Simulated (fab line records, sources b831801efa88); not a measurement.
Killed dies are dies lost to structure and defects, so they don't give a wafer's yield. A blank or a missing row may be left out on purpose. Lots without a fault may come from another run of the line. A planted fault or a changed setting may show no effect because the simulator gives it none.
A struck lot beside a sound one | flow sky130 | 31 steps out of a route of 708
Sound: wafers L507.2, L507.3, L507.6. Struck: wafer L521.6. (L521.2 of the same lot was not struck and is left out.) The cause comes at the end.
At each step with rows: each side's tool, then ch and its chambers, then its first start. Under that, the readings that differ: sound wafers | struck wafers | difference of the means | sigmas: that difference in standard deviations of wafers without a fault.
alike: readings whose means differ by less than 2 such deviations, and words and numbers that are the same on both sides. not compared: withheld readings, readings that some wafer has no value for, bounds like >300 that may hide the same value, and numbers for which the record gives no deviation and whose values overlap.
The two part at a step that has a row with sigmas, a row that says differs or no value, or rows on one side only. Numbers that don't overlap but have no deviation are shown without sigmas and don't part them. A reading that every wafer of one side lacks parts them only if that side has two wafers or more.

first, 5 steps without rows for these wafers: SKY_VIA1_ETCH_15 (etches SiO2 in C4F8/O2/Ar, stops on TiN, target depth 351 nm, time 54 s); SKY_VIA1_STRIP_16 (strips in O2/N2); SKY_VIA1_STRIP_17 (strips in post etch residue remover, time 1200 s); SKY_VIA1_CLEAN_18 (cleans in IPA, time 180 s); SKY_VIA1_CLEAN_19 (cleans in O3/DIW).
SKY_VIA1_SPUTTER_20: material TiN, target thk 20 nm, time 80 s.
  sound on pvd_sputter-01, day 36 20:13; struck on pvd_sputter-04, day 39 20:23
  alike: throttle_valve_pct
then, 1 step without rows for these wafers: SKY_VIA1_CVD_21 (deposits W, target thk 270 nm, time 80.902 s).
SKY_VIA1_RS_MEAS_22: measures by four-point-probe.
  sound on film_metro-01, day 36 20:23; struck on film_metro-02, day 39 20:33
  alike: VIA1_W_RS
SKY_VIA1_THK_MEAS_23: measures by xrf.
  sound on film_metro-01, day 36 20:30; struck on film_metro-02, day 39 20:40
  alike: VIA1_W_THK
then, 1 step without rows for these wafers: SKY_VIA1_CMP_24 (polishes, stops on SiO2, t overpolish 15 s, target thk 0 nm).
SKY_METAL2_SPUTTER_00: material Ti, target thk 15 nm, time 10 s.
  sound on pvd_sputter-02, day 36 20:51; struck on pvd_sputter-02, day 39 21:01
  alike: throttle_valve_pct
SKY_METAL2_SPUTTER_01: material TiN, target thk 20 nm, time 16.7 s.
  sound on pvd_sputter-02, day 36 20:53; struck on pvd_sputter-02, day 39 21:02
  reading                | sound          | struck | difference | sigmas
  throttle_valve_pct (%) | 32.0 30.7 31.9 | 29.8   | -1.7       | -2
SKY_METAL2_SPUTTER_02: material AlCu, target thk 250 nm, time 13.3 s.
  sound on pvd_sputter-02, day 36 20:54; struck on pvd_sputter-02, day 39 21:04
  reading                                     | sound             | struck | difference | sigmas
  throttle_valve_pct (%)                      | 32.0 30.5 31.8    | 29.4   | -2.0       | -2
  model.AlCu_of_METAL2_SPUTTER_02.thk_nm (nm) | 249.8 250.5 248.8 | 131.3  | -118.4     |
then, 1 step without rows for these wafers: SKY_METAL2_SPUTTER_03 (material Ti, target thk 5 nm, time 3.3 s).
SKY_METAL2_SPUTTER_04: material TiN, target thk 70 nm, time 58.3 s.
  sound on pvd_sputter-02, day 36 20:56; struck on pvd_sputter-02, day 39 21:07
  alike: throttle_valve_pct
SKY_METAL2_RS_MEAS_05: measures by four-point-probe.
  sound on film_metro-01, day 36 21:01; struck on film_metro-01, day 39 21:28
  reading                 | sound                | struck | difference | sigmas
  METAL2_ALCU_RS (ohm/sq) | 0.1267 0.1263 0.1272 | 0.2482 | +0.1215    | +99 or more
  not compared: hold
SKY_METAL2_THK_MEAS_06: measures by xrf.
  sound on film_metro-01, day 36 21:07; struck on film_metro-01, day 40 02:53
  reading              | sound             | struck | difference | sigmas
  METAL2_ALCU_THK (nm) | 249.9 248.4 246.6 | 130.8  | -117.5     | -44
  not compared: hold
then, 7 steps without rows for these wafers: SKY_METAL2_HMDS_08 (prime time 60 s); SKY_METAL2_COAT_09 (resist thk 60 nm); SKY_METAL2_COAT_10 (resist thk 450 nm); SKY_METAL2_SOFTBAKE_11 (time 90 s); SKY_METAL2_EXPOSE_12 (exposes mask MM2, target cd 140 nm); SKY_METAL2_PEB_13; SKY_METAL2_DEVELOP_14 (develop time 60 s).
SKY_METAL2_CD_MEAS_15: target cd 140 nm.
  sound on cd_sem-01, day 37 22:13; struck on cd_sem-01, day 40 21:28
  alike: cd_nm
SKY_METAL2_OVL_MEAS_16:
  sound on overlay-01, day 37 22:19; struck on overlay-01, day 40 21:34
  alike: METAL2_OVL
SKY_METAL2_DESCUM_17: chemistry O2, time 8 s.
  sound on rie_metal-04 ch 0, day 37 22:21; struck on rie_metal-01 ch 1, day 40 21:36
  reading               | sound             | struck | difference | sigmas
  oes_product_au (a.u.) | 0.975 0.987 0.984 | 1.004  | +0.022     | +3
  alike: drypump_motor_current_A
  not compared: rf_hours_counter_h
then, 1 step without rows for these wafers: SKY_METAL2_ETCH_18 (etches BARC in N2/H2, stops on SiO2, time 45.9 s, target depth 60 nm).
SKY_METAL2_METAL_ETCH_19: etches the open film in Cl2/BCl3, stops on SiO2, target depth 360 nm, time 78 s.
  sound on rie_metal-04 ch 0, day 37 22:27; struck on rie_metal-01 ch 1, day 40 21:42
  reading               | sound             | struck | difference | sigmas
  oes_product_au (a.u.) | 0.856 0.847 0.859 | 0.731  | -0.123     | -22
  alike: drypump_motor_current_A, throttle_valve_pct
  not compared: rf_hours_counter_h
then, 1 step without rows for these wafers: SKY_METAL2_STRIP_20 (strips in O2/N2).
-- the record jumps here: 9 days lie between the struck wafers' starts before and after (it left off in module METAL2 and takes up again in module PAD_OPEN, whose first step shown is number 708 of the route) --
SKY_PAD_OPEN_PROBE_99:
  sound on prober-02, day 47 22:28; struck on prober-01, day 50 04:40
  reading                      | sound               | struck | difference | sigmas
  defect_limited_yield (%)     | 80.1 78.3 80.3      | 83.3   | +3.7       | +2
  killed_at_front_end          | 19 20 24            | 9      | -12        | -3
  killed_dies                  | 98 107 97           | 82     | -19        | -2
  sort_bin_5_function (%)      | 13.2 11.0 10.6      | 8.3    | -3.3       | -2
  sort_n_pass                  | 394 385 395         | 410    | +19        | +2
  sort_yield_pct (%)           | 80.1 78.3 80.3      | 83.3   | +3.7       | +2
  model.etest.met2.line_ohm_um | 0.9158 0.8877 0.89  | 1.786  | +0.888     |
  model.etest.met2.rs_ohm_sq   | 0.1282 0.128 0.1278 | 0.251  | +0.123     |
  alike: killed_at_M0_to_M3, killed_at_M4_up, killed_at_contacts, killed_at_other, killed_open, killed_short, sort_bin_3_pad_short, sort_bin_6_memory

WHERE THEY PART
First at SKY_METAL2_SPUTTER_01; last, within this record, at SKY_PAD_OPEN_PROBE_99.

WHY: what the simulator had put in
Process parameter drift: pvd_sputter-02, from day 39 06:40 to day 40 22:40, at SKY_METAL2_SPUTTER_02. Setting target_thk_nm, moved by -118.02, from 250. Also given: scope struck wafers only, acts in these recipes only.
